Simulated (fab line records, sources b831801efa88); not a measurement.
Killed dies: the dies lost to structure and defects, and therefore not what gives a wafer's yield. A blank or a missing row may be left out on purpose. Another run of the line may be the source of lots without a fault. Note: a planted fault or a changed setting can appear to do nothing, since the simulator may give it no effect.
fab line records | flow sfqLine
[record] lots = 6 | wafers = 18 | lastDay = 82
route steps=325 shown M1@62 I1@73
lots untouched by any fault: they come from a run of this same line in which no faults occurred
startH: hours from the record's first day to the start of the lot's first wafer shown | waitH: hours elapsed since this lot's preceding step | " identical to the entry in the row above | L1.1+2: one row covering several wafers at once | - no value, or no start given | * or withheld: withheld | < > ~ a bound
route shown NAME@n: a module of which the file shows steps, and the number in the route of the first | usual: mean/standard deviation taken from wafers without a fault | same: alike in all rows | chamber/n: place in a boat | sites: per-site readings | _std_site: the values' standard deviation | _edge_site: mean of outer sites minus mean of inner sites | radiusMm: for every site, how far away it sits from the centre of the wafer | mask NAME#n: copy n | behind: the most recent tool/chamber to have shaped the wafer | hold: why the lot went on hold/how many hours it stayed there/how the hold came to an end | device: whichever transistor did not switch (one of n, p or np) | end of line: at the end of the route, the tests of the same wafers | a step given without rows: its recipe and nothing more | killed: not the wafer's yield, but the dies lost to structure and defects at the first sort | map: per-die view of a wafer (x killed, . not killed, _ where there is no die)
set.NAME: the run value of the setting; set.NAME@STEP: its run value at that earlier step | model.NAME: the simulator's own value behind a step, which no gauge read
lots at selected steps of the route; one table per step, one row per wafer
services: a tool's chamber out of use, with start hour (startH, from the record's first day; less than 0 if before it), hours out, and reason
[[steps]]
[step SFQ_TRILAYER_M1_LITHO_COAT_044]
[recipe] resist = BARC | spinRpm = 3000 | resistThkNm = 62
[step SFQ_TRILAYER_M1_LITHO_COAT_039]
[recipe] resist = KrF | spinRpm = 3000 | resistThkNm = 600
[step SFQ_TRILAYER_M1_LITHO_SOFTBAKE_043]
[recipe] tempC = withheld | timeS = withheld | resist = KrF
[step SFQ_TRILAYER_M1_LITHO_EXPOSE_040]
[recipe] maskId = M1 | na = 0.6 | sourceShape = conventional | sigmaOuter = 0.65 | targetCdNm = 500 | doseMj = 14.4
[step SFQ_TRILAYER_M1_LITHO_PEB_042]
[recipe] pebTempC = 115 | pebTimeS = 60 | resist = KrF
[step SFQ_TRILAYER_M1_LITHO_DEVELOP_041]
[recipe] timeS = 60 | resist = KrF
[step SFQ_M1_OVL_MEAS_911]
[usual] M1_OVL = 1/4.1
lot.wafer | tool       | chamber | startH | waitH | M1_OVL[nm]
L536.1    | overlay-01 | -       | 359.64 | 0.1   | -1
L536.2    | "          | -       | "      | "     | 1
L536.5    | "          | -       | "      | "     | -2
L537.3    | overlay-02 | -       | 367.86 | 0.1   | -2
L537.4    | "          | -       | "      | "     | 0
L537.5    | "          | -       | "      | "     | -1
L548.1    | overlay-02 | -       | 521.77 | 0.1   | 0
L548.3    | "          | -       | "      | "     | -2
L548.4    | "          | -       | "      | "     | 6
L549.2    | overlay-01 | -       | 525.37 | 0.1   | 4
L549.3    | "          | -       | "      | "     | 7
L549.4    | "          | -       | "      | "     | 3
L551.4    | overlay-02 | -       | 575.19 | 0.1   | -1
L551.5    | "          | -       | "      | "     | 1
L551.6    | "          | -       | "      | "     | 4
L556.1    | overlay-01 | -       | 612.37 | 0.1   | -3
L556.5    | "          | -       | "      | "     | -1
L556.6    | "          | -       | "      | "     | -1
[step SFQ_TRILAYER_M1_BARC_OPEN_METAL_ETCH_054]
[recipe] maskMaterial = PR | chemistry = O2 | targetDepthNm = 125 | target = BARC | icpW = 600 | biasW = 80 | pressureMtorr = 10 | timeS = 41.7
[usual] drypumpMotorCurrentA = 5.6/0.45 | oesProductAu = 0.686/0.0047
lot.wafer | tool        | chamber | startH | waitH | drypumpMotorCurrentA | oesProductAu | rfHoursCounterH
L536.1    | rieMetal-01 | 0       | 359.68 | 0.0   | 6.1                  | 0.681        | 45
L536.2    | "           | 1       | "      | "     | 5.5                  | 0.687        | 172
L536.5    | "           | 0       | "      | "     | 6.1                  | 0.694        | -
L537.3    | rieMetal-02 | 0       | 367.90 | 0.0   | 6.4                  | 0.688        | -
L537.4    | "           | 1       | "      | "     | 5.6                  | 0.673        | -
L537.5    | "           | 1       | "      | "     | 5.6                  | 0.686        | -
L548.1    | rieMetal-04 | 1       | 521.80 | 0.0   | 5.0                  | 0.680        | 5
L548.3    | "           | 0       | "      | "     | 5.3                  | 0.685        | -
L548.4    | "           | 1       | "      | "     | 5.0                  | 0.685        | -
L549.2    | rieMetal-01 | 1       | 525.40 | 0.0   | 5.5                  | 0.682        | 22
L549.3    | "           | 1       | "      | "     | 5.5                  | 0.685        | -
L549.4    | "           | 0       | "      | "     | 6.1                  | 0.689        | -
L551.4    | rieMetal-04 | 1       | 575.22 | 0.0   | 5.0                  | 0.685        | -
L551.5    | "           | 1       | "      | "     | 5.0                  | 0.686        | -
L551.6    | "           | 0       | "      | "     | 5.2                  | 0.689        | -
L556.1    | rieMetal-01 | 0       | 612.41 | 0.0   | 6.1                  | 0.689        | 91
L556.5    | "           | 1       | "      | "     | 5.5                  | 0.680        | -
L556.6    | "           | 0       | "      | "     | 6.1                  | 0.687        | -
[step SFQ_TRILAYER_M1_ETCH_METAL_ETCH_042]
[recipe] target = Nb | stopOn = SiO2 | maskMaterial = PR | chemistry = Cl2/Ar | targetDepthNm = 240 | icpW = 600 | biasW = 80 | pressureMtorr = 10 | timeS = 120
[usual] drypumpMotorCurrentA = 5.6/0.45 | oesProductAu = 0.895/0.0062
lot.wafer | tool        | chamber | startH | waitH | drypumpMotorCurrentA | oesProductAu | rfHoursCounterH
L536.1    | rieMetal-01 | 0       | 359.74 | 0.0   | 6.1                  | 0.889        | 45
L536.2    | "           | 1       | "      | "     | 5.5                  | 0.898        | 172
L536.5    | "           | 0       | "      | "     | 6.1                  | 0.888        | -
L537.3    | rieMetal-02 | 0       | 367.98 | 0.1   | 6.4                  | 0.899        | -
L537.4    | "           | 1       | "      | "     | 5.6                  | 0.895        | -
L537.5    | "           | 1       | "      | "     | 5.6                  | 0.887        | -
L548.1    | rieMetal-04 | 1       | 521.86 | 0.0   | 5.0                  | 0.903        | 5
L548.3    | "           | 0       | "      | "     | 5.3                  | 0.893        | -
L548.4    | "           | 1       | "      | "     | 5.0                  | 0.892        | -
L549.2    | rieMetal-01 | 1       | 525.46 | 0.0   | 5.5                  | 0.890        | 22
L549.3    | "           | 1       | "      | "     | 5.5                  | 0.894        | -
L549.4    | "           | 0       | "      | "     | 6.1                  | 0.892        | -
L551.4    | rieMetal-04 | 1       | 575.31 | 0.1   | 5.0                  | 0.883        | -
L551.5    | "           | 1       | "      | "     | 5.0                  | 0.896        | -
L551.6    | "           | 0       | "      | "     | 5.3                  | 0.897        | -
L556.1    | rieMetal-01 | 0       | 612.46 | 0.0   | 6.1                  | 0.901        | 91
L556.5    | "           | 1       | "      | "     | 5.5                  | 0.895        | -
L556.6    | "           | 0       | "      | "     | 6.1                  | 0.887        | -
[step SFQ_TRILAYER_M1_STRIP_STRIP_043]
[recipe] gas = O2 | powerW = 200 | platenTempC = 40 | overashFraction = 0.65 | chemistry = O2 | pressureMtorr = 50
[usual] drypumpMotorCurrentA = 5.6/0.45 | oesProductAu = 1.001/0.0075
lot.wafer | tool        | chamber | startH | waitH | drypumpMotorCurrentA | oesProductAu | rfHoursCounterH
L536.1    | rieMetal-01 | 0       | 359.86 | 0.1   | 6.1                  | 1.003        | 45
L536.2    | "           | 1       | "      | "     | 5.5                  | 1.008        | 172
L536.5    | "           | 0       | "      | "     | 6.1                  | 0.994        | -
L537.3    | rieMetal-02 | 0       | 368.26 | 0.2   | 6.5                  | 0.995        | -
L537.4    | "           | 1       | "      | "     | 5.6                  | 1.005        | -
L537.5    | "           | 1       | "      | "     | 5.6                  | 0.999        | -
L548.1    | rieMetal-04 | 1       | 521.99 | 0.1   | 5.0                  | 1.002        | 5
L548.3    | "           | 0       | "      | "     | 5.2                  | 0.995        | -
L548.4    | "           | 1       | "      | "     | 5.0                  | 0.996        | -
L549.2    | rieMetal-01 | 1       | 525.59 | 0.1   | 5.5                  | 0.987        | 22
L549.3    | "           | 1       | "      | "     | 5.5                  | 0.990        | -
L549.4    | "           | 0       | "      | "     | 6.1                  | 0.991        | -
L551.4    | rieMetal-04 | 1       | 575.59 | 0.2   | 5.0                  | 1.011        | -
L551.5    | "           | 1       | "      | "     | 5.0                  | 1.017        | -
L551.6    | "           | 0       | "      | "     | 5.2                  | 1.016        | -
L556.1    | rieMetal-01 | 0       | 612.59 | 0.1   | 6.1                  | 1.002        | 91
L556.5    | "           | 1       | "      | "     | 5.5                  | 1.010        | -
L556.6    | "           | 0       | "      | "     | 6.1                  | 1.003        | -
[step SFQ_TRILAYER_M1_STRIP_SOLV_CLEAN_044]
[recipe] chemistry = NMP | tempC = 70 | timeS = 600
[step SFQ_TRILAYER_I1_DEP_PECVD_045]
[recipe] material = SiO2 | tempC = 150 | timeS = 111.11 | pressureTorr = 2.4 | rfW = 183.3 | precursor = SiH4/N2O | targetThkNm = 500
[usual] heaterPowerW = 83/18 | runLengthS = 139.0/0.6 | throttleValvePct = 25.8/1.1
lot.wafer | tool     | chamber | startH | waitH | heaterPowerW | runLengthS | throttleValvePct | model.SiO2_of_TRILAYER_I1_DEP_PECVD_045.thkNm
L536.1    | pecvd-04 | 2       | 360.64 | 0.0   | 113          | 166.1      | 26.5             | 626.1
L536.2    | "        | 1       | "      | "     | 83           | 165.9      | 25.8             | 627.5
L536.5    | "        | 0       | "      | "     | 83           | 166.5      | 27.4             | 636
L537.3    | pecvd-04 | 2       | 368.84 | 0.0   | 116          | 165.6      | 26.5             | 628.5
L537.4    | "        | 1       | "      | "     | 90           | 166.4      | 25.9             | 635.9
L537.5    | "        | 0       | "      | "     | 95           | 167.5      | 27.7             | 634.3
L548.1    | pecvd-01 | 1       | 522.76 | 0.0   | 68           | 138.4      | 26.4             | 496.5
L548.3    | "        | 0       | "      | "     | 68           | 139.2      | 25.0             | 507.4
L548.4    | "        | 1       | "      | "     | 70           | 138.8      | 26.4             | 507.5
L549.2    | pecvd-04 | 0       | 526.36 | 0.0   | 85           | 139.5      | 27.9             | 490.3
L549.3    | "        | 2       | "      | "     | 104          | 138.3      | 26.9             | 493.1
L549.4    | "        | 2       | "      | "     | 110          | 138.8      | 26.6             | 504.5
L551.4    | pecvd-01 | 0       | 576.20 | 0.0   | 68           | 138.6      | 25.4             | 514
L551.5    | "        | 2       | "      | "     | 102          | 139.9      | 25.7             | 503.6
L551.6    | "        | 1       | "      | "     | 69           | 138.8      | 26.8             | 509.1
L556.1    | pecvd-01 | 1       | 613.36 | 0.0   | 58           | 138.6      | 26.5             | 492.8
L556.5    | "        | 0       | "      | "     | 73           | 138.7      | 25.5             | 508.6
L556.6    | "        | 2       | "      | "     | 95           | 139.5      | 25.8             | 501.1
[step SFQ_TRILAYER_I1_CMP_CMP_046]
[recipe] material = SiO2 | downForcePsi = 3 | platenRpm = 60 | padVelocityMS = 0.94248
[usual] headPressurePsi = 2.999/0.0063 | motorCurrentA = 10.7/1 | retainingRingPressureFrac = 1.000/0.0044 | slurryFlowMlMin = 150.0/0.41 | timeToEndpointS = 215/6.1
lot.wafer | tool   | chamber | startH | waitH | headPressurePsi | motorCurrentA | retainingRingPressureFrac | slurryFlowMlMin | timeToEndpointS
L536.2    | cmp-01 | 1       | 373.35 | 12.7  | 2.993           | 11.9          | 0.999                     | 149.9           | 299
L536.1    | "      | 2       | "      | "     | 3.012           | 9.2           | 1.001                     | 149.6           | 293
L536.5    | "      | 1       | 375.35 | 14.6  | 3.001           | 12.1          | 1.003                     | 149.8           | 307
L537.4    | cmp-02 | 0       | 381.82 | 12.9  | 2.993           | 9.7           | 0.997                     | 150.4           | 304
L537.3    | "      | 3       | 383.32 | 14.4  | 2.995           | 10.2          | 1.012                     | 149.2           | 292
L537.5    | "      | 1       | 384.32 | 15.4  | 2.989           | 11.1          | 1.003                     | 150.7           | 302
L548.1    | cmp-01 | 3       | 524.77 | 2.0   | 2.993           | 11.6          | 1.004                     | 150.2           | 212
L548.4    | "      | 0       | "      | "     | 3.000           | 11.4          | 0.999                     | 149.8           | 221
L548.3    | "      | 1       | "      | "     | 2.996           | 11.5          | 0.987                     | 150.0           | 216
L549.2    | cmp-02 | 3       | 528.69 | 2.3   | 2.998           | 9.3           | 0.998                     | 149.9           | 213
L549.4    | "      | 0       | "      | "     | 2.995           | 9.6           | 1.002                     | 150.2           | 223
L549.3    | "      | 2       | 530.19 | 3.8   | 3.006           | 9.1           | 1.001                     | 150.2           | 216
L551.4    | cmp-01 | 0       | 576.74 | 0.5   | 2.997           | 11.4          | 1.004                     | 149.9           | 222
L551.6    | "      | 3       | 578.24 | 2.0   | 2.997           | 11.3          | 1.009                     | 149.9           | 227
L551.5    | "      | 0       | "      | "     | 2.987           | 12.0          | 1.003                     | 150.1           | 220
L556.1    | cmp-02 | 1       | 614.44 | 1.0   | 3.004           | 10.9          | 0.995                     | 150.0           | 208
L556.5    | "      | 3       | 615.44 | 2.0   | 3.004           | 9.6           | 1.001                     | 149.9           | 225
L556.6    | "      | 0       | "      | "     | 2.999           | 9.7           | 0.997                     | 149.3           | 220
[step SFQ_I1_BOW_MEAS_912]
[recipe] mode = bow
[usual] I1_BOW = 2/7.9
lot.wafer | tool         | chamber | startH | waitH | I1_BOW[um]
L536.1    | filmMetro-04 | -       | 375.85 | 1.5   | 13
L536.2    | "            | -       | "      | "     | 0
L536.5    | "            | -       | "      | "     | -1
L537.3    | filmMetro-04 | -       | 384.86 | 1.0   | -8
L537.4    | "            | -       | "      | "     | 0
L537.5    | "            | -       | "      | "     | 9
L548.1    | filmMetro-04 | -       | 527.77 | 2.5   | -10
L548.3    | "            | -       | "      | "     | -18
L548.4    | "            | -       | "      | "     | -4
L549.2    | filmMetro-03 | -       | 531.71 | 2.5   | -5
L549.3    | "            | -       | "      | "     | 7
L549.4    | "            | -       | "      | "     | -1
L551.4    | filmMetro-03 | -       | 579.30 | 2.1   | -6
L551.5    | "            | -       | "      | "     | 3
L551.6    | "            | -       | "      | "     | 0
L556.1    | filmMetro-01 | -       | 616.44 | 1.5   | -4
L556.5    | "            | -       | "      | "     | 8
L556.6    | "            | -       | "      | "     | 7
[[services]]
tool        | chamber | startH | hours | kind
rieMetal-01 | 1       | 376.36 | -     | clean
cmp-02      | -       | 391.00 | 0.4   | repair
cmp-02      | -       | 399.47 | 0.8   | repair
cmp-01      | -       | 408.79 | 4.0   | pm
rieMetal-01 | 1       | 429.38 | 7.9   | repair
cmp-02      | -       | 433.16 | 1.9   | repair
cmp-01      | -       | 449.56 | 0.3   | repair
pecvd-01    | 1       | 460.93 | 20.1  | repair
cmp-01      | -       | 461.20 | 2.3   | repair
cmp-02      | -       | 465.19 | 4.1   | pm
cmp-02      | -       | 469.25 | 2.3   | repair
pecvd-01    | -       | 487.78 | 1.2   | repair
cmp-02      | -       | 489.07 | 11.7  | repair
cmp-01      | -       | 499.22 | 0.5   | repair
pecvd-04    | -       | 523.43 | 2.8   | pm
cmp-02      | -       | 544.69 | 0.2   | repair
rieMetal-02 | 0       | 561.76 | 15.5  | repair
rieMetal-04 | 1       | 564.81 | 3.6   | repair
cmp-01      | -       | 567.19 | 0.6   | repair
cmp-02      | -       | 574.85 | 4.0   | pm
cmp-01      | -       | 575.63 | 0.4   | repair
cmp-02      | -       | 578.85 | 13.3  | pm
rieMetal-04 | -       | 607.04 | 2.2   | repair
cmp-01      | -       | 611.76 | 2.2   | pm
[[key]]
[firstSign] step = SFQ_TRILAYER_I1_DEP_PECVD_045 | reading = runLengthS | direction = up | sigmas = 45 | usual = * | struck = *
[effect] step = SFQ_TRILAYER_I1_CMP_CMP_046 | reading = timeToEndpointS | direction = up | sigmas = 14 | usual = * | struck = *
[modelEffect] step = SFQ_TRILAYER_I1_DEP_PECVD_045 | value = SiO2_of_TRILAYER_I1_DEP_PECVD_045.thkNm | without = 507.1 | struck = 631.4
metAt SFQ_TRILAYER_I1_DEP_PECVD_045
struckWafers L536.1,L536.2,L536.5,L537.3,L537.4,L537.5
[fault] kind = processParameterDrift | tool = pecvd-04 | chamber = - | onsetH = 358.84 | steps = SFQ_TRILAYER_I1_DEP_PECVD_045 | channel = timeS | offset = * | shape = step | endH = 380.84 | actsIn = * | stated = *
